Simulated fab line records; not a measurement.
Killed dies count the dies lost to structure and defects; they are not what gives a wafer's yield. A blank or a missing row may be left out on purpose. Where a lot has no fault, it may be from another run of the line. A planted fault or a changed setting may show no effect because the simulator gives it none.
A lot that was struck, set against a sound lot :: flow sky130 :: 44 out of 708 route steps
Sound: these wafers, L634.1, L634.3, L634.5. Struck: wafer L639.5. Last of all comes the cause.
Order at every step that has rows: each side's tool, ch and its chambers, its first start. Under that, the readings that differ: sound wafers :: struck wafers :: difference of the means :: sigmas: that difference in standard deviations of wafers without a fault.
alike: a reading whose means differ by less than 2 such deviations, as well as words and numbers matching on both sides. not compared: withheld readings; readings where some wafer has no value; bounds like >300 that might hide an equal value; numbers whose values overlap and for which the record gives no deviation.
Wherever a step has rows on one side only, a row that says differs or no value, or a row with sigmas, the two part there. When numbers do not overlap yet have no deviation, they are printed without sigmas and do not part them. Lack of a reading on every wafer of one side parts them only where that side has two or more wafers.

SKY_VIA2_SPUTTER_20: material TiN, target thk 20 nm, time 80 s.
  sound: pvd sputter-03 at day 39 00:20; struck: pvd sputter-02 at day 40 03:05
  alike: throttle valve pct
then, 1 step without rows for these wafers: SKY_VIA2_CVD_21 (deposits W, target thk 420 nm, time 126.4 s).
SKY_VIA2_RS_MEAS_22: the measuring method here is four-point-probe.
  sound: film metro-04 at day 39 00:31; struck: film metro-02 at day 40 03:23
reading: VIA2_W_RS (ohm/sq)
sound: 0.2752 0.2703 0.2738
struck: 0.2790
difference: +0.0059
sigmas: +2
SKY_VIA2_THK_MEAS_23: measures by xrf.
  sound: film metro-04 at day 39 00:38; struck: film metro-02 at day 40 03:28
  alike: VIA2_W_THK
SKY_VIA2_CMP_24: polishes, stops on SiO2, t overpolish 20 s, target thk 0 nm.
  sound on cmp-02 ch 1,2,3, day 39 00:59; struck on cmp-02 ch 1, day 40 03:41
  alike: motor current A, overpolish run s, time to endpoint s
SKY_METAL3_SPUTTER_00: material Ti, target thk 15 nm, time 10 s.
  sound: pvd sputter-01 at day 39 01:17; struck: pvd sputter-03 at day 40 03:47
  alike: throttle valve pct
then, 3 steps without rows for these wafers: SKY_METAL3_SPUTTER_01 (material TiN, target thk 20 nm, time 16.7 s); SKY_METAL3_SPUTTER_02 (material AlCu, target thk 735 nm, time 39.1 s); SKY_METAL3_SPUTTER_03 (material Ti, target thk 5 nm, time 3.3 s).
SKY_METAL3_SPUTTER_04: material TiN, target thk 70 nm, time 58.3 s.
  sound: pvd sputter-01 at day 39 01:23; struck: pvd sputter-03 at day 40 03:55
  alike: throttle valve pct
then, 1 step without rows for these wafers: SKY_CAPM_CVD_00 (deposits SiO2, target thk 15.5 nm).
SKY_CAPM_THK_MEAS_01:
  sound: film metro-02 at day 39 01:28; struck: film metro-03 at day 40 04:00
  alike: CAPM_CVD_00_THK
SKY_CAPM_SPUTTER_02: material TiN, target thk 200 nm, time 166.7 s.
  sound: pvd sputter-02 at day 39 01:31; struck: pvd sputter-02 at day 40 04:04
reading: model.TiN_of_CAPM_SPUTTER_02.thk nm (nm)
sound: 199.6 201.4 198.5
struck: 209
difference: +9
sigmas: 
  alike: throttle valve pct
SKY_CAPM_RS_MEAS_03: the measuring method here is four-point-probe.
  sound: film metro-02 at day 39 01:37; struck: film metro-02 at day 40 04:13
reading: CAPM_TIN_RS (ohm/sq)
sound: 6.91 6.85 6.95
struck: 6.61
difference: -0.29
sigmas: -4
SKY_CAPM_THK_MEAS_04: measures by xrf.
  sound: film metro-02 at day 39 01:44; struck: film metro-02 at day 40 04:17
reading: CAPM_TIN_THK (nm)
sound: 198.0 199.6 197.2
struck: 207.6
difference: +9.3
sigmas: +4
then, 7 steps without rows for these wafers: SKY_CAPM_DEHYDRATE_05 (time 60 s); SKY_CAPM_HMDS_06 (prime time 60 s); SKY_CAPM_COAT_07 (resist thk 1140 nm); SKY_CAPM_SOFTBAKE_08 (time 60 s); SKY_CAPM_EXPOSE_09 (exposes mask CAPM, target cd 1000 nm); SKY_CAPM_PEB_10; SKY_CAPM_DEVELOP_11 (develop time 60 s).
SKY_CAPM_OVL_MEAS_12:
  sound: overlay-01 at day 40 03:28; struck: overlay-01 at day 41 04:27
reading: CAPM_OVL (nm)
sound: 1.5 1.7 2.9
struck: -0.7
difference: -2.7
sigmas: -2
SKY_CAPM_METAL_ETCH_13: etches TiN in Cl2/BCl3, stops on SiO2, target depth 220 nm, time 62.9 s.
  sound on rie metal-04 ch 0,1, day 40 03:31; struck on rie metal-02 ch 0, day 41 04:34
reading: drypump motor current A (A)
sound: 5.5 5.5 6.4
struck: 4.7
difference: -1.1
sigmas: -2

reading: model.etch.depth nm (nm)
sound: 199.6 201.4 198.5
struck: 209
difference: +9
sigmas: 

reading: model.CAPM.feature depth nm (nm)
sound: 199.6 201.4 198.5
struck: 209
difference: +9
sigmas: 
  alike: chamber pressure mTorr, he backside leak sccm, oes product au, throttle valve pct
  not compared: rf hours counter h
then, 12 steps without rows for these wafers: SKY_CAPM_STRIP_14 (strips in O2/N2); SKY_CAPM_STRIP_15 (strips in post etch residue remover, time 1200 s); SKY_CAPM_CLEAN_16 (cleans in IPA, time 180 s); SKY_CAPM_CLEAN_17 (cleans in O3/DIW); SKY_METAL3_DEHYDRATE_05 (time 60 s); SKY_METAL3_HMDS_06 (prime time 60 s); SKY_METAL3_COAT_07 (resist thk 60 nm); SKY_METAL3_COAT_08 (resist thk 1140 nm); SKY_METAL3_SOFTBAKE_09 (time 90 s); SKY_METAL3_EXPOSE_10 (exposes mask MM3, target cd 300 nm); SKY_METAL3_PEB_11; SKY_METAL3_DEVELOP_12 (develop time 60 s).
SKY_METAL3_CD_MEAS_13 targets a cd of 300 nm.
  sound: cd sem-02 at day 41 04:17; struck: cd sem-01 at day 42 04:51
reading: cd nm (nm)
sound: 298.3 297.6 298.3
struck: 302.1
difference: +4.0
sigmas: +3
SKY_METAL3_OVL_MEAS_14:
  sound: overlay-02 at day 41 04:24; struck: overlay-01 at day 42 04:55
  alike: METAL3_OVL
then, 2 steps without rows for these wafers: SKY_METAL3_DESCUM_15 (chemistry O2, time 8 s); SKY_METAL3_ETCH_16 (etches BARC in N2/H2, stops on SiO2, time 88.2 s, target depth 60 nm).
SKY_METAL3_ETCH_17: etches SiO2 in C4F8/O2/Ar, stops on TiN, time 3.9 s, target depth 15 nm.
  sound on rie diel-02 ch 0,2, day 41 04:42; struck on rie diel-03 ch 1, day 42 05:04
  alike: chamber pressure mTorr, oes product au
then, 1 step without rows for these wafers: SKY_METAL3_METAL_ETCH_18 (etches the open film in Cl2/BCl3, stops on SiO2, target depth 845 nm, time 183.1 s).
SKY_METAL3_STRIP_20: strips in post etch residue remover, time 1200 s.
  sound on wet bench-03 ch 2, day 41 05:00; struck on wet bench-01 ch 1, day 42 05:32
reading: model.TiN_of_CAPM_SPUTTER_02.thk nm (nm)
sound: 198.7 200.5 197.7
struck: 208.2
difference: +9.2
sigmas: 
-- the record jumps here: 7 days lie between the struck wafers' starts before and after (it left off in module METAL3 and takes up again in module PAD_OPEN, whose first step shown is number 708 of the route) --
SKY_PAD_OPEN_PROBE_99:
  sound: prober-01 at day 48 03:05; struck: prober-02 at day 48 22:32
reading: killed_at_M0_to_M3
sound: 51 33 36
struck: 55
difference: +15
sigmas: +2

reading: killed at other
sound: 0 0 0
struck: 1
difference: +1
sigmas: +2

reading: model.etest.cap mim.plate ohm sq
sound: 5.954 5.999 6.074
struck: 5.786
difference: -0.223
sigmas: 
  alike: killed_at_M4_up, killed at contacts, killed at front end, killed dies, killed open, killed short

== WHERE THEY PART ==
Earliest at SKY_VIA2_RS_MEAS_22; latest, in this record, at SKY_PAD_OPEN_PROBE_99.

WHY: whatever the simulator had introduced
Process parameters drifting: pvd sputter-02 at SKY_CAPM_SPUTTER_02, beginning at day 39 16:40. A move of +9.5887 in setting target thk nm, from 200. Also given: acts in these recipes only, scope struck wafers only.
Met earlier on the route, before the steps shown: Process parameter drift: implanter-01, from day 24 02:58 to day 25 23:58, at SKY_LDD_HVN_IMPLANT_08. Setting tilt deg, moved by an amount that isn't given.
